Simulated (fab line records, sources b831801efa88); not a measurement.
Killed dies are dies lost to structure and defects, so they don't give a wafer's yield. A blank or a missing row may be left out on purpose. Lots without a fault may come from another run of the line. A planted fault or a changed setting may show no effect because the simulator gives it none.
A struck lot beside a sound one | flow sky130 | 24 steps out of a route of 708
Sound: wafers L773.2, L773.5, L773.6. Struck: wafers L785.3, L785.4, L785.6. The cause comes at the end.
At each step with rows: each side's tool, then ch and its chambers, then its first start. Under that, the readings that differ: sound wafers | struck wafers | difference of the means | sigmas: that difference in standard deviations of wafers without a fault.
alike: readings whose means differ by less than 2 such deviations, and words and numbers that are the same on both sides. not compared: withheld readings, readings that some wafer has no value for, bounds like >300 that may hide the same value, and numbers for which the record gives no deviation and whose values overlap.
The two part at a step that has a row with sigmas, a row that says differs or no value, or rows on one side only. Numbers that don't overlap but have no deviation are shown without sigmas and don't part them. A reading that every wafer of one side lacks parts them only if that side has two wafers or more.

first, 1 step without rows for these wafers: SKY_LI_CONTACT_SPUTTER_19 (material Ti, target thk 20 nm, time 106.37 s).
SKY_LI_CONTACT_SPUTTER_20: material TiN, target thk 20 nm, time 80 s.
  sound on pvd_sputter-03, day 31 12:20; struck on pvd_sputter-01, day 35 20:04
  alike: cathode_dc_power_W, throttle_valve_pct
SKY_LI_CONTACT_CVD_21: deposits W, target thk 400 nm, time 120.56 s.
  sound on cvd_w-02 ch 0,1, day 31 12:25; struck on cvd_w-02 ch 0,1, day 35 20:10
  alike: chamber_pressure_Torr, heater_power_w
SKY_LI_CONTACT_RS_MEAS_22: measures by four-point-probe.
  sound on film_metro-04, day 31 12:33; struck on film_metro-01, day 35 20:18
  alike: LI_CONTACT_W_RS
SKY_LI_CONTACT_THK_MEAS_23: measures by xrf.
  sound on film_metro-04, day 31 12:40; struck on film_metro-01, day 35 20:24
  alike: LI_CONTACT_W_THK
SKY_LI_CONTACT_CMP_24: polishes, stops on PSG, t overpolish 20 s, target thk 0 nm.
  sound on cmp-02 ch 1,2,3, day 31 12:52; struck on cmp-01 ch 0,2,3, day 35 20:29
  alike: motor_current_A, overpolish_run_s, time_to_endpoint_s
SKY_LOCAL_INTERCONNECT_SPUTTER_00: material TiN, target thk 100 nm, time 83.3 s.
  sound on pvd_sputter-04, day 31 13:01; struck on pvd_sputter-01, day 35 20:44
  reading              | sound                | struck               | difference | sigmas
  substrate_temp_c (C) | 300.46 300.29 300.05 | 299.75 300.12 299.66 | -0.42      | -2
  alike: cathode_dc_power_W, throttle_valve_pct
SKY_LOCAL_INTERCONNECT_RS_MEAS_01: measures by four-point-probe.
  sound on film_metro-01, day 31 13:05; struck on film_metro-03, day 35 20:50
  alike: LOCAL_INTERCONNECT_TIN_RS
SKY_LOCAL_INTERCONNECT_THK_MEAS_02: measures by xrf.
  sound on film_metro-01, day 31 13:12; struck on film_metro-03, day 35 20:56
  alike: LOCAL_INTERCONNECT_TIN_THK
then, 3 steps without rows for these wafers: SKY_LOCAL_INTERCONNECT_DEHYDRATE_03 (time 60 s); SKY_LOCAL_INTERCONNECT_HMDS_04 (prime time 60 s); SKY_LOCAL_INTERCONNECT_COAT_05 (resist thk 60 nm).
SKY_LOCAL_INTERCONNECT_COAT_06: resist thk 450 nm.
  sound on litho_track-01 ch 0, day 32 02:00; struck on litho_track-03 ch 0, day 36 03:00
  reading                                                   | sound             | struck          | difference | sigmas
  model.KrF-thick_of_LOCAL_INTERCONNECT_COAT_06.thk_nm (nm) | 447.5 447.8 449.8 | 465.7 465.6 466 | +17.4      |
then, 4 steps without rows for these wafers: SKY_LOCAL_INTERCONNECT_SOFTBAKE_07 (time 90 s); SKY_LOCAL_INTERCONNECT_EXPOSE_08 (exposes mask LI1M, target cd 170 nm); SKY_LOCAL_INTERCONNECT_PEB_09; SKY_LOCAL_INTERCONNECT_DEVELOP_10 (develop time 60 s).
SKY_LOCAL_INTERCONNECT_CD_MEAS_11: target cd 170 nm.
  sound on cd_sem-01, day 32 16:28; struck on cd_sem-01, day 36 16:35
  alike: cd_nm
SKY_LOCAL_INTERCONNECT_OVL_MEAS_12:
  sound on overlay-02, day 32 16:34; struck on overlay-02, day 36 16:40
  alike: LOCAL_INTERCONNECT_OVL
SKY_LOCAL_INTERCONNECT_ETCH_13: etches BARC in N2/H2, stops on SiO2, time 45.9 s, target depth 60 nm.
  sound on rie_metal-01 ch 0,1, day 32 16:35; struck on rie_metal-01 ch 1, day 36 16:44
  alike: drypump_motor_current_A, oes_product_au, throttle_valve_pct
  not compared: rf_hours_counter_h
SKY_LOCAL_INTERCONNECT_METAL_ETCH_14: etches TiN in Cl2/BCl3, stops on PSG, target depth 110 nm, time 31.4 s.
  sound on rie_metal-01 ch 0,1, day 32 16:40; struck on rie_metal-01 ch 1, day 36 16:52
  reading                                                   | sound         | struck          | difference | sigmas
  model.KrF-thick_of_LOCAL_INTERCONNECT_COAT_06.thk_nm (nm) | 344 344 345.9 | 361.6 361.3 362 | +17.0      |
  alike: drypump_motor_current_A, oes_product_au, throttle_valve_pct
  not compared: rf_hours_counter_h
SKY_LOCAL_INTERCONNECT_STRIP_15: strips in O2/N2.
  sound on plasma_asher-04 ch 0,1, day 32 16:43; struck on plasma_asher-04 ch 0,1, day 36 16:58
  reading                      | sound             | struck            | difference | sigmas
  strip_time_to_endpoint_s (s) | 4.694 4.685 4.683 | 4.870 4.837 4.842 | +0.162     | +7
  alike: drypump_motor_current_A, o2_flow_sccm, oes_product_au
  not compared: rf_hours_counter_h
then, 1 step without rows for these wafers: SKY_LOCAL_INTERCONNECT_STRIP_16 (strips in post etch residue remover, time 1200 s).
-- the record jumps here: 14 days lie between the struck wafers' starts before and after (it left off in module LOCAL_INTERCONNECT and takes up again in module PAD_OPEN, whose first step shown is number 708 of the route) --
SKY_PAD_OPEN_PROBE_99:
  sound on prober-01, day 47 18:59; struck on prober-02, day 50 07:40
  alike: killed_at_M0_to_M3, killed_at_M4_up, killed_at_contacts, killed_at_front_end, killed_at_other, killed_dies, killed_open, killed_short

WHERE THEY PART
First at SKY_LOCAL_INTERCONNECT_SPUTTER_00; last, within this record, at SKY_LOCAL_INTERCONNECT_STRIP_15. Later steps at which nothing parts them and some readings are alike: SKY_PAD_OPEN_PROBE_99.

WHY: what the simulator had put in
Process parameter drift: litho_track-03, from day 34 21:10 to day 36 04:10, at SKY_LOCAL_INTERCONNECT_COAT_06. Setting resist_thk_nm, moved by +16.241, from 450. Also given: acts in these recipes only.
